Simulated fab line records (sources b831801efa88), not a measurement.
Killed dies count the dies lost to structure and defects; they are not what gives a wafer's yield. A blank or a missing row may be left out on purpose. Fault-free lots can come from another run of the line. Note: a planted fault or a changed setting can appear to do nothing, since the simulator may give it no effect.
The tool behind it: which one? -- flow gf180mcu -- 36 wafers from 12 lots sampled at 4 of the route's 602 steps

## WHAT THE GAUGES SHOWED, per wafer
GF_STI_THK_MEAS_30. Usual: STI_OXIDATION_02_THK gives 9.96 nm (standard deviation 0.2).
lot,measured,on,STI_OXIDATION_02_THK (nm),flag
L646,day 2 08:40,film metro-03,10.05 9.94 10.00,
L647,day 2 12:17,film metro-03,10.08 9.89 10.03,
L651,day 3 08:23,film metro-04,10.07 10.07 10.16,
L654,day 3 22:36,film metro-04,9.40 9.49 9.42,
L655,day 4 03:53,film metro-01,10.26 10.22 10.20,
L657,day 4 15:26,film metro-04,10.14 10.24 10.21,
L658,day 4 23:02,film metro-01,16.18 16.01 16.22,OFF
L659,day 5 01:55,film metro-03,9.81 9.85 9.87,
L660,day 5 06:28,film metro-04,10.06 9.83 9.74,
L662,day 5 16:01,film metro-03,10.02 9.91 9.94,
L665,day 6 09:31,film metro-03,16.55 16.67 16.38,OFF
L669,day 7 07:00,film metro-03,15.51 15.69 15.76,OFF

GF_MVSD_OVL_MEAS_07. Usual: MVSD_OVL gives -0.2 nm (standard deviation 1.2).
lot,measured,on,MVSD_OVL (nm),flag
L646,day 4 12:27,overlay-02,0.6 0.3 0.4,
L647,day 4 15:44,overlay-01,0.6 1.5 0.3,
L651,day 5 16:17,overlay-02,1.4 -0.7 0.0,
L654,day 6 08:26,overlay-02,-0.3 -1.2 -1.1,
L655,day 6 13:58,overlay-01,0.1 0.5 -0.9,
L657,day 7 03:29,overlay-01,0.9 -0.5 0.0,
L658,day 7 09:48,overlay-01,-2.1 -0.5 -1.2,
L659,day 7 16:14,overlay-01,0.5 0.9 -1.1,
L660,day 7 19:59,overlay-02,0.2 -0.9 -1.9,
L662,day 8 07:33,overlay-01,0.4 0.2 0.0,
L665,day 9 01:08,overlay-02,-0.5 0.3 -1.2,
L669,day 9 23:26,overlay-01,-0.8 1.3 -0.9,

## TOOL THAT RAN EACH LOT (tool first, then ch and the chambers of the sampled wafers, then the start)
lot,GF_STI_STRIP_15,GF_STI_OXIDATION_29
L646,"plasma asher-03 ch 0,1, day 2 03:55","furnace-01 ch 0, day 2 07:16"
L647,"plasma asher-01 ch 0,1, day 2 08:10","furnace-01 ch 0, day 2 10:53"
L651,"plasma asher-01 ch 0, day 3 04:19","furnace-01 ch 0, day 3 06:59"
L654,"plasma asher-04 ch 0,1, day 3 18:28","furnace-02 ch 0, day 3 21:12"
L655,"plasma asher-03 ch 0,1, day 3 23:49","furnace-01 ch 0, day 4 02:29"
L657,"plasma asher-01 ch 0,1, day 4 09:37","furnace-01 ch 0, day 4 14:01"
L658,"plasma asher-04 ch 0,1, day 4 15:38","furnace-01 ch 0, day 4 20:04"
L659,"plasma asher-01 ch 0,1, day 4 21:25","furnace-02 ch 0, day 5 00:31"
L660,"plasma asher-04 ch 0,1, day 5 02:04","furnace-02 ch 0, day 5 05:03"
L662,"plasma asher-04 ch 0,1, day 5 11:52","furnace-01 ch 0, day 5 14:37"
L665,"plasma asher-04 ch 0,1, day 6 03:43","furnace-01 ch 0, day 6 06:33"
L669,"plasma asher-03 ch 0,1, day 7 00:12","furnace-01 ch 0, day 7 03:14 and furnace-02 ch 0, day 7 05:34"
- GF_STI_STRIP_15: strips in O2/N2.
- GF_STI_OXIDATION_29: stabilise 600 s, purge 300 s, target thk 10 nm.

## AS READ BY THE TOOLS THEMSELVES (means over the sampled wafers that have a number; for cases with no such wafer, the mark the record gives instead)
GF_STI_STRIP_15. Usual: drypump motor current A 5.8 A, standard deviation 0.61; heater power w 347 W, standard deviation 34; n2 flow sccm 300.2 sccm, standard deviation 0.89; oes product au 0.384 a.u., standard deviation 0.0053; strip time to endpoint s 3.73 s, standard deviation 0.054.
lot,tool,drypump motor current A (A),heater power w (W),n2 flow sccm (sccm),oes product au (a.u.),strip time to endpoint s (s),flag
L646,plasma asher-03,5.7,332,300.3,0.383,3.74,
L647,plasma asher-01,6.3,366,300.9,0.385,3.70,
L651,plasma asher-01,5.8,412,299.5,0.384,3.69,
L654,plasma asher-04,5.7,326,300.1,0.389,3.74,
L655,plasma asher-03,5.6,323,300.2,0.387,3.73,
L657,plasma asher-01,6.3,363,300.1,0.383,3.78,
L658,plasma asher-04,5.7,324,300.1,0.383,3.71,
L659,plasma asher-01,6.3,359,300.2,0.386,3.69,
L660,plasma asher-04,5.7,328,299.7,0.381,3.76,
L662,plasma asher-04,5.7,326,300.5,0.386,3.70,
L665,plasma asher-04,5.2,320,300.1,0.380,3.77,
L669,plasma asher-03,5.8,342,299.9,0.384,3.69,

GF_STI_OXIDATION_29. Usual: spike tc top C 911.3 C, standard deviation 1.1; tube center temp C 900 C, standard deviation 0.083; tube_center_temp_C_max 902.3, standard deviation 0.38.
lot,tool,spike tc top C (C),tube center temp C (C),tube_center_temp_C_max,flag
L646,furnace-01,909.9,900,902.4,
L647,furnace-01,911.6,900,902.5,
L651,furnace-01,911.8,900,902.5,
L654,furnace-02,912.6,900,902.3,
L655,furnace-01,911.2,900,902.2,
L657,furnace-01,911.3,900,902.6,
L658,furnace-01,910.4,900,902.1,
L659,furnace-02,911.8,900,902.4,
L660,furnace-02,911.2,900,902.4,
L662,furnace-01,911.4,900,902.5,
L665,furnace-01,911.5,900,902.1,
L669,furnace-01/furnace-02,911.6,900,902.0,

## THE ANSWER, worked out from the rows above alone
Rule: take the mean of a lot's wafers that have a number; if it is more than 3 standard deviations from the usual mean, the lot is off. Also off: a lot with no number at a reading for which 4 or more lots have one. All remaining lots with rows at the step are treated as sound. The gauges are gone through in route order, then the tools' own readings, and for those a lot's mean is taken as printed above. At the first step where some lot is off, the reading lying furthest off is the one used; lots without a number count as furthest.
Off: L658, L665, L669, at GF_STI_THK_MEAS_30 (STI_OXIDATION_02_THK).
A tool fits if, at a process step before that reading, it ran every lot that is off, and no sound lot after the first of them. Those tools and the gauges at GF_STI_THK_MEAS_30 are tried in the same way. None of those tried fits.

## WHAT THE SIMULATOR HAD PUT IN
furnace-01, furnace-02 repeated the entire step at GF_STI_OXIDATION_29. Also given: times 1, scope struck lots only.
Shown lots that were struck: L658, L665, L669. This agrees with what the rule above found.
